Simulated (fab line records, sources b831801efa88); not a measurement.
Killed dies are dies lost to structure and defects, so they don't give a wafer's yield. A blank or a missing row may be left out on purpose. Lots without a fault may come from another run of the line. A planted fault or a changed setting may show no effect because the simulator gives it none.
A struck lot beside a sound one | flow gf180mcu | 15 steps out of a route of 602
Sound: wafers L577.1, L577.2, L577.4. Struck: wafers L590.4, L590.5. (L590.1 of the same lot was not struck and is left out.) The cause comes at the end.
At each step with rows: each side's tool, then ch and its chambers, then its first start. Under that, the readings that differ: sound wafers | struck wafers | difference of the means | sigmas: that difference in standard deviations of wafers without a fault.
alike: readings whose means differ by less than 2 such deviations, and words and numbers that are the same on both sides. not compared: withheld readings, readings that some wafer has no value for, bounds like >300 that may hide the same value, and numbers for which the record gives no deviation and whose values overlap.
The two part at a step that has a row with sigmas, a row that says differs or no value, or rows on one side only. Numbers that don't overlap but have no deviation are shown without sigmas and don't part them. A reading that every wafer of one side lacks parts them only if that side has two wafers or more.

first, 5 steps without rows for these wafers: GF_V5_STRIP_18 (strips in O2/N2); GF_V5_STRIP_19 (strips in post etch residue remover, time 1200 s); GF_V5_CLEAN_20 (cleans in DIW); GF_V5_SPUTTER_21 (material Ti, target thk 15 nm, time 80.02 s); GF_V5_SPUTTER_22 (material TiN, target thk 10 nm, time 40 s).
GF_V5_CVD_23: deposits W, target thk 350 nm, time 104.9 s.
  sound on cvd_w-01 ch 0,1, day 27 07:15; struck on cvd_w-01 ch 0, day 31 10:46
  alike: heater_power_w
GF_V5_RS_MEAS_24: measures by four-point-probe.
  sound on film_metro-03, day 27 07:22; struck on film_metro-03, day 31 10:53
  alike: V5_W_RS
GF_V5_THK_MEAS_25: measures by xrf.
  sound on film_metro-03, day 27 07:29; struck on film_metro-03, day 31 11:00
  alike: V5_W_THK
GF_V5_CMP_26: polishes, stops on SiO2, t overpolish 15 s, target thk 0 nm.
  sound on cmp-01 ch 1,2,3, day 27 07:35; struck on cmp-02 ch 1, day 31 11:23
  alike: motor_current_A, overpolish_run_s, platen_rpm, time_to_endpoint_s
GF_TOP_METAL_SPUTTER_00: material Ti, target thk 37.5 nm, time 150 s.
  sound on pvd_sputter-01, day 27 07:50; struck on pvd_sputter-02, day 31 11:38
  alike: cathode_dc_power_W, throttle_valve_pct
GF_TOP_METAL_SPUTTER_01: material TiN, target thk 30 nm, time 25 s.
  sound on pvd_sputter-01, day 27 07:56; struck on pvd_sputter-02, day 31 11:44
  alike: cathode_dc_power_W, throttle_valve_pct
GF_TOP_METAL_SPUTTER_02: material AlCu, target thk 900 nm, time 47.82 s.
  sound on pvd_sputter-01, day 27 07:59; struck on pvd_sputter-02, day 31 11:46
  alike: cathode_dc_power_W, throttle_valve_pct
GF_TOP_METAL_SPUTTER_03: material Ti, target thk 5 nm, time 3.3 s.
  sound on pvd_sputter-01, day 27 08:01; struck on pvd_sputter-02, day 31 11:49
  reading                                      | sound             | struck     | difference | sigmas
  model.Ti_of_TOP_METAL_SPUTTER_03.thk_nm (nm) | 5.089 5.096 4.882 | 6.89 6.856 | +1.85      |
  alike: cathode_dc_power_W, throttle_valve_pct
then, 1 step without rows for these wafers: GF_TOP_METAL_SPUTTER_04 (material TiN, target thk 25 nm, time 20.8 s).
GF_PASSIVATION_PROBE_99:
  the record has rows for the sound wafers here (prober-01, day 29 02:29) and none for the struck ones

WHERE THEY PART
Only at GF_PASSIVATION_PROBE_99, within this record.

WHY: what the simulator had put in
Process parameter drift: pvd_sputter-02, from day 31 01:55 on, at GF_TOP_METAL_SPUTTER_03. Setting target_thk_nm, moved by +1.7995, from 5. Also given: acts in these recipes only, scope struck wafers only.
